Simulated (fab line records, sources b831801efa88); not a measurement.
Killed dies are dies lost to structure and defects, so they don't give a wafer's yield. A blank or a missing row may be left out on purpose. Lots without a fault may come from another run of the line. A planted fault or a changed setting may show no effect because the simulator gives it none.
Chamber matching | flow sky130 | SKY_LI_CONTACT_HDPCVD_00 on hdpcvd-02: 3 sister chambers
The step deposits PSG, target thk 930 nm, time 155 s. 3 wafers are shown with their chamber, then 8 later ones without.

WAFERS WITH THEIR CHAMBER
wafer  | chamber | sih4_flow_sccm (sccm)
L868.1 | 1       | 60.00
L868.2 | 0       | 59.96
L869.2 | 2       | 59.97

WAFERS WITHOUT THEIR CHAMBER
wafer  | sih4_flow_sccm (sccm)
L869.4 | 60.20
L869.6 | 59.82
L870.1 | 59.71
L870.3 | 59.87
L870.6 | 60.18
L872.3 | 60.03
L872.4 | 59.94
L872.6 | 59.92

WHICH CHAMBER EACH WENT THROUGH
wafer  | from the rows above          | in truth
L869.4 | can't be placed: 1 or 2 or 0 | 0
L869.6 | can't be placed: 0 or 2 or 1 | 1
L870.1 | can't be placed: 0 or 2 or 1 | 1
L870.3 | can't be placed: 0 or 2 or 1 | 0
L870.6 | can't be placed: 1 or 2 or 0 | 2
L872.3 | can't be placed: 1 or 2 or 0 | 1
L872.4 | can't be placed: 0 or 2 or 1 | 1
L872.6 | can't be placed: 0 or 2 or 1 | 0
Placed correctly: 0 of 8. Can't be placed from these rows: 8 (the true chamber is among the candidates in 8). Placed wrongly: 0.
How it was worked out, from the rows above alone: a wafer's distance from a chamber is the root of the sum, over the readings, of the square of ((its reading less the chamber's mean) divided by the reading's scatter). The wafer belongs to the nearest chamber; if the next one is less than 2 further off, it can't be placed. A chamber's mean is the mean of its shown wafers. The scatter: with one shown wafer a chamber, the root of the mean of the squares of how far each hidden wafer lies from its nearest shown one.
